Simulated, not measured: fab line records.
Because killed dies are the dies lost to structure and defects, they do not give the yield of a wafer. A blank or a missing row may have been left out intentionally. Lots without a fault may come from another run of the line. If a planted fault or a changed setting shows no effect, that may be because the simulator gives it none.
Chamber matching / flow gf180mcu / GF_V5_CVD_02 on pecvd-02 has 3 sister chambers
The step deposits SiO2 from TEOS, target thk 1450 nm, time 163.28 s. 14 wafers are shown with their chamber, then 7 later ones without.

WAFERS PAIRED WITH THEIR CHAMBERS
wafer=L076.1; chamber=1; heater power w (W)=757
wafer=L076.2; chamber=2; heater power w (W)=698
wafer=L076.3; chamber=0; heater power w (W)=654
wafer=L076.4; chamber=2; heater power w (W)=571
wafer=L076.5; chamber=1; heater power w (W)=639
wafer=L076.6; chamber=0; heater power w (W)=755
wafer=L084.1; chamber=0; heater power w (W)=650
wafer=L084.4; chamber=0; heater power w (W)=748
wafer=L084.6; chamber=1; heater power w (W)=650
wafer=L088.1; chamber=2; heater power w (W)=638
wafer=L088.2; chamber=0; heater power w (W)=679
wafer=L088.4; chamber=1; heater power w (W)=643
wafer=L089.1; chamber=2; heater power w (W)=713
wafer=L089.2; chamber=0; heater power w (W)=739

SIGNATURES, as means of the wafers listed above
reading=heater power w; chamber 0=704.17; chamber 1=672.25; chamber 2=655.00; scatter within a chamber=55.6
Rule: a wafer's distance from a chamber is the root of the sum, over the readings, of the square of ((its reading less the chamber's mean) divided by the reading's scatter). The wafer belongs to the nearest chamber; if the next one is less than 2 further off, it can't be placed. The scatter is the square root of a quotient: the sum, over the shown wafers, of each reading's squared deviation from its chamber's mean, divided by wafers minus chambers.

WAFERS WITH NO CHAMBER GIVEN
wafer=L089.3; heater power w (W)=776
wafer=L089.4; heater power w (W)=559
wafer=L089.5; heater power w (W)=595
wafer=L089.6; heater power w (W)=644
wafer=L090.3; heater power w (W)=737
wafer=L090.4; heater power w (W)=584
wafer=L090.5; heater power w (W)=564

THE CHAMBER EACH PASSED THROUGH
wafer=L089.3; from the rows above=can't be placed: 0 or 1 or 2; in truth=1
wafer=L089.4; from the rows above=can't be placed: 2 or 1 or 0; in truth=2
wafer=L089.5; from the rows above=can't be placed: 2 or 1 or 0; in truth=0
wafer=L089.6; from the rows above=can't be placed: 2 or 1 or 0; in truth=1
wafer=L090.3; from the rows above=can't be placed: 0 or 1 or 2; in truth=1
wafer=L090.4; from the rows above=can't be placed: 2 or 1 or 0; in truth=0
wafer=L090.5; from the rows above=can't be placed: 2 or 1 or 0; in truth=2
Placed correctly: 0 of 7. From these rows, 7 cannot be placed; in 7 the true chamber is one of the candidates. Wrongly placed: 0.
